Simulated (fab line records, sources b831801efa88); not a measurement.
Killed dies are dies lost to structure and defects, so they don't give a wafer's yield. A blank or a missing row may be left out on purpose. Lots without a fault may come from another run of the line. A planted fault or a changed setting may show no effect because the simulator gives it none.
One fault seen from 2 desks | flow gf180mcu | each desk has only its own numbers; what lay behind them comes last

THE METROLOGY DESK
What the gauges read, lot by lot, whatever tool the lot ran on: means of the sampled wafers that have a number. A lot is out of limits, marked OUT, if its mean lies more than 4 standard deviations from the usual mean; the brackets give that distance.
Columns: A = HV_LDD_CVD_54_THK at GF_HV_LDD_THK_MEAS_55, usual 9.99 nm; B = CONTACT_CVD_02_THK at GF_CONTACT_THK_MEAS_03, usual 864 nm
lot  | first seen here | A               | B
L391 | day 12 11:52    | 10.10           | 874
L392 | day 12 20:52    | 10.34           | 857
L393 | day 13 01:49    | 9.91            | 852
L395 | day 13 19:10    | 10.15           | 858
L397 | day 14 18:32    | 10.13           | 853
L398 | day 15 01:07    | 9.88            | 869
L402 | day 16 11:50    | 9.88            | 862
L405 | day 17 06:17    | 12.66 (+17) OUT | 870
L406 | day 17 16:59    | 12.85 (+18) OUT | 858
L407 | day 17 20:47    | 9.77            | 859
L412 | day 19 14:53    | 9.80            | 870
L413 | day 19 23:25    | 9.95            | 855
This desk's finding: out of limits on L405, L406; first on L405, day 17 06:17 (HV_LDD_CVD_54_THK at GF_HV_LDD_THK_MEAS_55). In limits: L391, L392, L393, L395, L397, L398, L402, L407, L412, L413.

THE TOOL OWNER'S DESK: lpcvd-02
The tool's own readings at GF_HV_LDD_CVD_54 (deposits SiO2 from TEOS, target thk 10 nm, time 75 s): means of the sampled wafers that have a number, for each lot that ran on this tool. A lot is out of limits, marked OUT, if its mean lies more than 4 standard deviations from the usual mean; the brackets give that distance.
Columns: A = spike_tc_bottom_C at GF_HV_LDD_CVD_54, usual 702.8 C; B = spike_tc_centre_C at GF_HV_LDD_CVD_54, usual 680.1 C; C = spike_tc_lower_C at GF_HV_LDD_CVD_54, usual 679.8 C; D = spike_tc_top_C at GF_HV_LDD_CVD_54, usual 698 C; E = spike_tc_upper_C at GF_HV_LDD_CVD_54, usual 680.2 C
lot  | first seen here | A                | B                | C                | D   | E
L391 | day 12 10:50    | 701.4            | 681.0            | 680.1            | 698 | 679.0
L392 | day 12 19:50    | 700.3            | 680.3            | 680.4            | 697 | 678.3
L397 | day 14 17:29    | 705.4            | 679.8            | 680.6            | 702 | 682.6
L398 | day 15 00:05    | 705.1            | 679.0            | 680.2            | 702 | 680.7
L402 | day 16 10:49    | 706.0            | 680.0            | 680.6            | 702 | 681.7
L405 | day 17 05:16    | 715.5 (+5.1) OUT | 690.7 (+9.6) OUT | 690.5 (+8.9) OUT | 710 | 691.1 (+8.4) OUT
L406 | day 17 15:57    | 715.7 (+5.2) OUT | 690.5 (+9.5) OUT | 690.2 (+8.7) OUT | 712 | 689.9 (+7.4) OUT
This desk's finding: out of limits on L405, L406; first on L405, day 17 05:16 (spike_tc_bottom_C at GF_HV_LDD_CVD_54). In limits: L391, L392, L397, L398, L402.

PUT TOGETHER
The tool owner's desk could have raised an alarm at day 17 05:16, on L405, L406.
The metrology desk could have raised an alarm at day 17 06:17, on L405, L406.
Of the lots named, all ran GF_HV_LDD_CVD_54 on lpcvd-02.

WHAT THE SIMULATOR HAD PUT IN
Process parameter drift: lpcvd-02, from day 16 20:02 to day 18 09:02, at GF_HV_LDD_CVD_54. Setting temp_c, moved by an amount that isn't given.
Lots struck among those shown: L405, L406.
Hours from the fault's start to each desk's first reading out of limits: the tool owner's desk, 9; the metrology desk, 10.
